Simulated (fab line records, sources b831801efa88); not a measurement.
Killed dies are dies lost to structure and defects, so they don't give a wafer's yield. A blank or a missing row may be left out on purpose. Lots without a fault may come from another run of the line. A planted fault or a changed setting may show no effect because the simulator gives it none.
One fault seen from 2 desks | flow sky130 | each desk has only its own numbers; what lay behind them comes last

THE TOOL OWNER'S DESK: pvd_sputter-04
The tool's own readings at SKY_LI_CONTACT_SPUTTER_19 (material Ti, target thk 20 nm, time 106.37 s): means of the sampled wafers that have a number, for each lot that ran on this tool. A lot is out of limits, marked OUT, if its mean lies more than 4 standard deviations from the usual mean; the brackets give that distance.
Columns: A = cathode_dc_power_W at SKY_LI_CONTACT_SPUTTER_19, usual 2500.0 W; B = chamber_pressure_pa at SKY_LI_CONTACT_SPUTTER_19, usual 4.999 Pa; C = throttle_valve_pct at SKY_LI_CONTACT_SPUTTER_19, usual 30.0 %
lot  | first seen here | A      | B     | C
L192 | day 29 22:04    | 2499.9 | 4.995 | 29.3
L201 | day 33 02:28    | 2500.1 | 4.991 | 29.6
L202 | day 33 04:47    | 2499.7 | 5.001 | 29.8
L210 | day 35 12:02    | 2499.8 | 5.004 | 29.5
L211 | day 35 20:54    | 2499.9 | 4.988 | 29.4
L212 | day 36 03:46    | 2499.6 | 5.003 | 29.3
L213 | day 36 13:03    | 2500.0 | 4.991 | 29.8
This desk's finding: nothing out of limits on any of the 7 lots.

THE METROLOGY DESK
What the gauges read, lot by lot, whatever tool the lot ran on: means of the sampled wafers that have a number. A lot is out of limits, marked OUT, if its mean lies more than 4 standard deviations from the usual mean; the brackets give that distance.
Columns: A = LOCAL_INTERCONNECT_OVL at SKY_LOCAL_INTERCONNECT_OVL_MEAS_12, usual 2 nm; B = CONTACT_HDPCVD_THK at SKY_CONTACT_THK_MEAS_03, usual 565 nm
lot  | first seen here | A  | B
L190 | day 30 06:29    | 4  | 566
L191 | day 30 14:11    | 7  | 571
L192 | day 31 03:03    | 0  | 559
L193 | day 31 20:46    | -2 | 561
L198 | day 33 15:05    | 6  | 559
L201 | day 34 06:04    | 4  | 556
L202 | day 34 08:14    | -5 | 573
L203 | day 34 17:49    | -7 | 564
L210 | day 36 15:28    | 8  | 563
L211 | day 37 00:11    | 0  | 559
L212 | day 37 07:22    | 6  | 561
L213 | day 37 15:20    | 2  | 570
This desk's finding: nothing out of limits on any of the 12 lots.

PUT TOGETHER
The tool owner's desk saw nothing out of limits.
The metrology desk saw nothing out of limits.

WHAT THE SIMULATOR HAD PUT IN
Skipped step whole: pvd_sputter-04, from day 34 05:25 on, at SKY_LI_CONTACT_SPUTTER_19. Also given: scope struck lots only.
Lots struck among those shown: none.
